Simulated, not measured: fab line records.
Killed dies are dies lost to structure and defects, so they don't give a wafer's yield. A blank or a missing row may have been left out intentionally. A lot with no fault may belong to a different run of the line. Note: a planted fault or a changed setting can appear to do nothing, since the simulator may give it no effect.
A lot that was struck, set against a sound lot    flow gf180mcu    30 out of 602 route steps
Sound: the wafers L435.2, L435.4, L435.5. Struck: wafers L443.3, L443.4, L443.6. The cause is given at the end.
Each step with rows lists, per side, the tool, then ch with its chambers, then its first start. Under that, the readings that differ: sound wafers    struck wafers    difference of the means    sigmas: that difference in standard deviations of wafers without a fault.
alike: words and numbers the same on both sides, and readings whose means are apart by under 2 such deviations; not compared: readings that were withheld, readings missing a value for some wafer, numbers with overlapping values and no deviation given by the record, and bounds like >300 which may hide the same value.
The two part at a step that has a row with sigmas, a row that says differs or no value, or rows on one side only. Numbers that don't overlap but have no deviation are shown without sigmas and don't part them. Lack of a reading on every wafer of one side parts them only where that side has two or more wafers.

first, 3 steps without rows for these wafers: GF_PSD_EXPOSE_04 (exposes mask Pplus, target cd 400 nm); GF_PSD_PEB_05; GF_PSD_DEVELOP_06 (develop time 60 s).
GF_PSD_CD_MEAS_07: the cd target is 400 nm.
  sound: cdSem-02 at day 16 19:26; struck: cdSem-01 at day 20 00:48
  alike: cdNm
GF_PSD_OVL_MEAS_08:
  sound: overlay-02 at day 16 19:32; struck: overlay-02 at day 20 00:53
  alike: PSD_OVL
following that, these wafers have no rows for 1 step: GF_PSD_IMPLANT_09.
GF_PSD_STRIP_10: strips in O2/N2.
  sound on plasmaAsher-04 ch 0,1, day 16 19:43; struck on plasmaAsher-02 ch 0,1, day 20 01:06
  alike: drypumpMotorCurrentA, heaterPowerW, n2FlowSccm, oesProductAu, platenTempC, stripTimeToEndpointS
  not compared: rfHoursCounterH
GF_PSD_TW_MEAS_11:
  sound: filmMetro-03 at day 16 19:50; struck: filmMetro-02 at day 20 01:11
reading  sound           struck          difference  sigmas
PSD_TW   3248 3250 3255  3136 3134 3140  -114        -2
then, 1 step without rows for these wafers: GF_PSD_CLEAN_12 (cleans in SC1/SC2, time 150 s).
GF_PSD_RTA_13: time 20 s.
  sound on rtpAnneal-01 ch 0, day 16 19:56; struck on rtpAnneal-01 ch 0, day 20 01:19
  alike: chamberO2Ppm, lampPowerPct, wafer_temp_C_max
GF_PSD_RS_MEAS_14: measurement is done with a four-point probe.
  sound: filmMetro-02 at day 16 20:02; struck: filmMetro-02 at day 20 01:24
  alike: NSD_RS
GF_PSD_RS_MEAS_15: measurement is done with a four-point probe.
  sound: filmMetro-02 at day 16 20:09; struck: filmMetro-02 at day 20 01:31
  alike: PSD_RS
GF_SAB_CVD_00: deposits SiO2 from TEOS, target thk 50 nm, time 4.9302 s.
  sound on pecvd-04 ch 0,1,2, day 16 20:15; struck on pecvd-01 ch 0,2, day 20 01:36
reading                              sound              struck          difference  sigmas
model.SiO2_of_SAB_CVD_00.thkNm (nm)  49.27 50.02 49.66  42 43.21 43.59  -7          
  alike: heaterPowerW
GF_SAB_THK_MEAS_01:
  sound: filmMetro-03 at day 16 20:17; struck: filmMetro-04 at day 20 01:38
reading              sound           struck          difference  sigmas
SAB_CVD_00_THK (nm)  49.3 50.0 49.6  42.0 43.3 43.6  -6.7        -10
then, 7 steps without rows for these wafers: GF_SAB_DEHYDRATE_02 (time 60 s); GF_SAB_HMDS_03 (prime time 60 s); GF_SAB_COAT_04 (resist thk 1000 nm); GF_SAB_SOFTBAKE_05 (time 60 s); GF_SAB_EXPOSE_06 (exposes mask SAB, target cd 420 nm); GF_SAB_PEB_07; GF_SAB_DEVELOP_08 (develop time 60 s).
GF_SAB_CD_MEAS_09: the cd target is 420 nm.
  sound: cdSem-02 at day 17 19:08; struck: cdSem-01 at day 21 01:09
reading    sound              struck             difference  sigmas
cdNm (nm)  414.1 414.6 412.6  418.9 420.4 417.9  +5.3        +2
GF_SAB_OVL_MEAS_10:
  sound: overlay-01 at day 17 19:14; struck: overlay-01 at day 21 01:14
  alike: SAB_OVL
GF_SAB_ETCH_11: etches SiO2 in C4F8/O2/Ar, target depth 55 nm, time 8.5 s.
  sound on rieDiel-03 ch 1,2,3, day 17 19:16; struck on rieDiel-03 ch 2,3, day 21 01:16
  alike: oesProductAu
  not compared: rfHoursCounterH
then, 1 step without rows for these wafers: GF_SAB_WET_ETCH_12 (etches SiO2 in dHF, target depth 22 nm, time 440 s).
GF_SAB_STRIP_13: strips in O2/N2.
  sound on plasmaAsher-01 ch 0,1, day 17 19:26; struck on plasmaAsher-02 ch 0,1, day 21 01:27
  alike: drypumpMotorCurrentA, heaterPowerW, n2FlowSccm, oesProductAu, platenTempC, stripTimeToEndpointS
  not compared: rfHoursCounterH
then, 1 step without rows for these wafers: GF_SALICIDE_CLEAN_00 (cleans in SC1/SC2, time 150 s).
GF_SALICIDE_WET_ETCH_01: etches SiO2 in dHF, target depth 5 nm, time 100 s.
  sound on wetBench-01 ch 3, day 17 19:35; struck on wetBench-01 ch 2, day 21 01:34
reading                              sound              struck             difference  sigmas
model.SiO2_of_SAB_CVD_00.thkNm (nm)  38.74 39.54 39.16  31.43 32.69 33.08  -6.75       
GF_SALICIDE_SPUTTER_02: material Co, target thk 10 nm, time 20 s.
  sound: pvdSputter-01 at day 17 19:37; struck: pvdSputter-01 at day 21 01:37
  alike: throttleValvePct
following that, these wafers have no rows for 1 step: GF_PASSIVATION_PROBE_99.

## WHERE THEY PART
Earliest at GF_PSD_TW_MEAS_11; latest, in this record, at GF_SAB_CD_MEAS_09. Later steps at which nothing parts them and some readings are alike: GF_SAB_OVL_MEAS_10, GF_SAB_ETCH_11, GF_SAB_STRIP_13, GF_SALICIDE_SPUTTER_02.

WHY: whatever the simulator had introduced
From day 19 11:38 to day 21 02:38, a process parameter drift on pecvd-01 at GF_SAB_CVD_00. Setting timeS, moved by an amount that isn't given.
